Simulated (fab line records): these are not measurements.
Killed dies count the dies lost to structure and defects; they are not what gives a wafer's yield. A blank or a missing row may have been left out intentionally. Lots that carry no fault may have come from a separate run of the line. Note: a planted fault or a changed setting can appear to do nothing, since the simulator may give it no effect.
fab line records | flow sky130
[record] lots = 6 wafers = 18 lastDay = 49
route steps=708 shown NWELL@59
lots that met no fault: taken from a fault-free run of the same line
startH: the number of hours between the record's first day and the start of the first shown wafer of the lot | waitH: hours since the lot's step before | " identical to the entry in the row above | L1.1+2: a row that stands for several wafers | - no value, or no start given | * or withheld: withheld | < > ~ a bound
route shown NAME@n: a module of which the file shows steps, and the number in the route of the first | usual: mean and standard deviation over wafers with no fault | same: alike in all rows | chamber/n: place in a boat | sites: per-site readings | _std_site: the standard deviation of these | _edge_site: outer sites' mean less inner sites' | radiusMm: for every site, how far away it sits from the centre of the wafer | mask NAME#n: copy n | behind: the last tool/chamber to shape the wafer | hold: cause of the lot's hold/its duration in hours/its outcome | device: names the non-switching transistor (n, p or np) | end of line: the tests these same wafers got at the end of their route | for a step that has no rows: nothing shown but its recipe | killed: not the wafer's yield, but the dies lost to structure and defects at the first sort | map: a wafer's dies, marking killed ones x, the rest . and places with no die _
set.NAME: the setting the step ran with; set.NAME@STEP: the setting that earlier step ran with | model.NAME: the simulator's own value behind a step, which no gauge read
certain route steps with their lots: each step a table, each wafer a row
services: when a tool's chamber went out of use (startH, in hours from the record's first day, below 0 if earlier), for how many hours, and the reason
[[steps]]
[step SKY_NWELL_SOFTBAKE_06]
[recipe] tempC = 110 timeS = withheld
[step SKY_NWELL_EXPOSE_07]
[recipe] maskId = NWM na = 0.6 sourceShape = conventional sigmaOuter = 0.6 polarization = unpolarized targetCdNm = 840 doseMj = 255
[step SKY_NWELL_PEB_08]
[recipe] tempC = 115 timeS = withheld
[step SKY_NWELL_DEVELOP_09]
[recipe] wallAngleDeg = 90 developer = TMAH developTimeS = 60 devTempC = 23
[step SKY_NWELL_OVL_MEAS_10]
[usual] NWELL_00_OVL = -1.1/1.3
// columns lot.wafer tool chamber startH waitH NWELL_00_OVL[nm]
L841.2 overlay-02 - 87.69 - -1.1
L841.3 " - " " 1.2
L841.5 " - " " -2.4
L843.1 overlay-02 - 99.93 - -2.1
L843.2 " - " " -0.3
L843.4 " - " " -3.1
L851.1 overlay-01 - 143.58 - 1.3
L851.2 " - " " 0.4
L851.3 " - " " 0.1
L852.2 overlay-01 - 149.74 - 0.3
L852.3 " - " " -0.2
L852.4 " - " " -0.9
L855.4 overlay-01 - 168.58 - -2.7
L855.5 " - " " -2.6
L855.6 " - " " -3.2
L860.2 overlay-02 - 195.94 - -2.5
L860.4 " - " " -2.8
L860.6 " - " " -2.6
[step SKY_NWELL_IMPLANT_11]
[recipe] species = P energyKev = 400 doseCm2 = 1.9e+13 tiltDeg = withheld
[step SKY_NWELL_IMPLANT_12]
[recipe] species = P energyKev = 120 doseCm2 = 1.3e+12 tiltDeg = withheld
[step SKY_NWELL_IMPLANT_13]
[recipe] species = P energyKev = 50 doseCm2 = 7e+11 tiltDeg = withheld
[step SKY_NWELL_STRIP_14]
[recipe] chemistry = O2/N2 powerW = 1400 pressureMtorr = 1500 platenTempC = withheld o2FlowSccm = 3000 n2FlowSccm = 300 overashFraction = 0.5
[usual] drypumpMotorCurrentA = 5.63/0.27 o2FlowSccm = 3002/9 oesProductAu = 0.722/0.0043 stripTimeToEndpointS = 36.90/0.1
[same] overashFraction = 0.5
// columns lot.wafer tool chamber startH waitH drypumpMotorCurrentA o2FlowSccm oesProductAu rfHoursCounterH stripTimeToEndpointS
L841.2 plasmaAsher-01 0 88.17 0.1 5.57 3013 0.725 44 36.82
L841.3 " 1 " " 5.73 2994 0.719 - 36.91
L841.5 " 0 " " 5.56 3014 0.724 - 36.91
L843.1 plasmaAsher-02 1 100.42 0.1 6.02 2999 0.715 36 36.76
L843.2 " 0 " " 5.41 2997 0.723 36 36.83
L843.4 " 1 " " 5.99 2985 0.718 - 36.80
L851.1 plasmaAsher-01 1 144.40 0.1 5.68 2999 0.721 3 36.97
L851.2 " 0 " " 5.55 3014 0.720 3 37.03
L851.3 " 1 " " 5.73 2999 0.724 - 37.02
L852.2 plasmaAsher-01 1 150.22 0.1 5.72 3005 0.724 3 36.94
L852.3 " 1 " " 5.73 3005 0.717 - 36.99
L852.4 " 0 " " 5.57 2999 0.730 - 36.88
L855.4 plasmaAsher-03 0 169.08 0.1 5.14 3002 0.723 - 36.92
L855.5 " 1 " " 5.85 3009 0.725 - 36.97
L855.6 " 0 " " 5.13 2988 0.724 - 36.94
L860.2 plasmaAsher-01 1 196.42 0.1 5.68 2989 0.712 8 37.07
L860.4 " 0 " " 5.54 3016 0.721 - 37.07
L860.6 " 1 " " 5.67 2996 0.723 - 37.03
[step SKY_NWELL_TW_MEAS_15]
[usual] NWELL_TW = 1815/14
// columns lot.wafer tool chamber startH waitH NWELL_TW
L841.2 filmMetro-04 - 88.28 0.1 1810
L841.3 " - " " 1813
L841.5 " - " " 1824
L843.1 filmMetro-03 - 100.52 0.1 1794
L843.2 " - " " 1793
L843.4 " - " " 1796
L851.1 filmMetro-01 - 144.50 0.1 1826
L851.2 " - " " 1823
L851.3 " - " " 1838
L852.2 filmMetro-01 - 150.33 0.1 1830
L852.3 " - " " 1826
L852.4 " - " " 1825
L855.4 filmMetro-03 - 169.18 0.1 1806
L855.5 " - " " 1803
L855.6 " - " " 1786
L860.2 filmMetro-03 - 196.53 0.1 1777
L860.4 " - " " 1786
L860.6 " - " " 1791
[step SKY_NWELL_DEHYDRATE_16]
[recipe] tempC = 200 timeS = 60
[step SKY_NWELL_HMDS_17]
[recipe] primeTimeS = 60 primeTempC = 120
[step SKY_NWELL_COAT_18]
[recipe] spinRpm = 2000 resistThkNm = 3000
[usual] chillPlateTempC = 23.01/0.11 dispensePressureKPa = 47.43/0.035
// columns lot.wafer tool chamber startH waitH chillPlateTempC dispensePressureKPa
L841.2 lithoTrack-02 0 97.09 0.1 23.09 47.43
L841.3 " 0 " " 23.09 47.43
L841.5 " 0 " " 23.00 47.37
L843.1 lithoTrack-01 0 109.34 0.1 22.86 47.40
L843.2 " 0 " " 22.87 47.38
L843.4 " 0 " " 22.91 47.43
L851.1 lithoTrack-04 - 153.63 0.1 - -
L851.2 " - " " - -
L851.3 " - " " - -
L852.2 lithoTrack-02 - 160.54 0.1 - -
L852.3 " - " " - -
L852.4 " - " " - -
L855.4 lithoTrack-02 0 179.49 0.1 22.81 47.43
L855.5 " 0 " " 22.95 47.47
L855.6 " 0 " " 22.86 47.46
L860.2 lithoTrack-04 0 207.01 0.1 23.01 47.44
L860.4 " 0 " " 23.13 47.44
L860.6 " 0 " " 22.98 47.46
[step SKY_NWELL_SOFTBAKE_19]
[recipe] tempC = 110 timeS = withheld
[step SKY_NWELL_EXPOSE_20]
[recipe] maskId = NWM_COMPLEMENT na = 0.6 sourceShape = conventional sigmaOuter = 0.6 polarization = unpolarized targetCdNm = 840 doseMj = 260
[step SKY_NWELL_PEB_21]
[recipe] tempC = 115 timeS = withheld
[step SKY_NWELL_DEVELOP_22]
[recipe] wallAngleDeg = 90 developer = TMAH developTimeS = 60 devTempC = 23
[step SKY_NWELL_OVL_MEAS_23]
[usual] NWELL_01_OVL = -0.3/1.5
// columns lot.wafer tool chamber startH waitH NWELL_01_OVL[nm]
L841.2 overlay-01 - 106.24 - 1.2
L841.3 " - " " -0.5
L841.5 " - " " 0.5
L843.1 overlay-01 - 119.06 - 1.6
L843.2 " - " " -0.3
L843.4 " - " " -0.9
L851.1 overlay-02 - 164.04 - -
L851.2 " - " " -
L851.3 " - " " -
L852.2 overlay-02 - 170.09 - -
L852.3 " - " " -
L852.4 " - " " -
L855.4 overlay-01 - 189.76 - -1.9
L855.5 " - " " 0.2
L855.6 " - " " -1.3
L860.2 overlay-02 - 218.14 - 0.4
L860.4 " - " " -0.6
L860.6 " - " " 1.7
[step SKY_NWELL_IMPLANT_24]
[recipe] species = B energyKev = 140 doseCm2 = 9.2e+12 tiltDeg = withheld
[[services]]
// columns tool chamber startH hours kind
plasmaAsher-01 - 81.10 0.7 repair
plasmaAsher-01 - 108.75 9.0 pm
plasmaAsher-01 0 108.75 9.0 ventCycle
plasmaAsher-01 1 108.75 9.0 ventCycle
plasmaAsher-03 - 111.79 7.0 repair
plasmaAsher-01 0 117.75 - clean
plasmaAsher-01 1 117.75 - clean
[[key]]
[firstSign] step = SKY_NWELL_COAT_18 reading = toolRecord direction = missing
[effect] step = SKY_NWELL_OVL_MEAS_23 reading = NWELL_01_OVL direction = missing
metAt SKY_NWELL_COAT_18
struckWafers L851.1,L851.2,L851.3,L852.2,L852.3,L852.4
sortLeftOut L851.1,L851.2,L851.3,L852.2,L852.3,L852.4
testerLeftOut L851,L852
onsetBetween 97.09 153.63
[fault] kind = skippedStepWhole tool = lithoTrack-02,lithoTrack-04 chamber = - onsetH = 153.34 steps = SKY_NWELL_COAT_18 scope = struckLotsOnly
// testerLeftOut: of these lots the tester's yield and bins aren't shown, on N5 and GAA mostly nor the transistor test; their killed dies are dies lost to structure and defects alone, not to doping, threshold or leakage, so they don't give the yield
// sortLeftOut: the simulated sort isn't trusted on such a fault, so these wafers' sort isn't shown, and their yield isn't known
